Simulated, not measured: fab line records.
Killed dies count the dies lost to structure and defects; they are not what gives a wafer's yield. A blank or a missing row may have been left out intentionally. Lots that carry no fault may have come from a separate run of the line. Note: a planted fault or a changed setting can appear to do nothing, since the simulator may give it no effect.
Matching of chambers ; flow gf180mcu ; 4 sister chambers for GF_POLY_GATE_ETCH_13 on rie-si-02
The step etches poly-Si in HBr/Cl2, stops on SiO2, target depth 198.5 nm, time 69.6 s. 8 wafers are shown with their chamber, then 7 later ones without.

== EACH WAFER AND ITS CHAMBER ==
wafer;chamber;drypump-motor-current-A (A);throttle-valve-pct (%)
L881.2;0;5.2;33.680
L887.4;3;5.6;33.676
L887.6;1;5.4;33.699
L894.1;2;6.2;33.681
L894.2;1;5.3;33.691
L894.4;0;5.3;33.681
L896.1;3;5.6;33.685
L896.3;2;6.2;33.680

== WAFERS MISSING THEIR CHAMBER ==
wafer;drypump-motor-current-A (A);throttle-valve-pct (%)
L896.6;5.4;33.677
L899.3;5.3;33.700
L899.4;5.6;33.702
L899.5;5.4;33.691
L900.1;6.2;33.676
L900.4;5.3;33.676
L900.5;5.2;33.697

== THE CHAMBER EACH PASSED THROUGH ==
wafer;from the rows above;in truth
L896.6;can't be placed: 0 or 3 or 1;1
L899.3;1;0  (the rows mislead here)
L899.4;can't be placed: 3 or 1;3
L899.5;1;1
L900.1;2;2
L900.4;0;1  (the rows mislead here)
L900.5;can't be placed: 1 or 0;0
Correctly placed: 2 of 7. Unplaceable from these rows: 3, with the true chamber sitting among the candidates in 3. 2 placed wrongly.
How it was worked out, from the rows above alone: a wafer's distance from a chamber is the root of the sum, over the readings, of the square of ((its reading less the chamber's mean) divided by the reading's scatter). The wafer belongs to the nearest chamber; if the next one is less than 2 further off, it can't be placed. The mean given for a chamber averages the wafers shown for that chamber. The scatter is the square root of a quotient: the sum, over the shown wafers, of each reading's squared deviation from its chamber's mean, divided by wafers minus chambers.
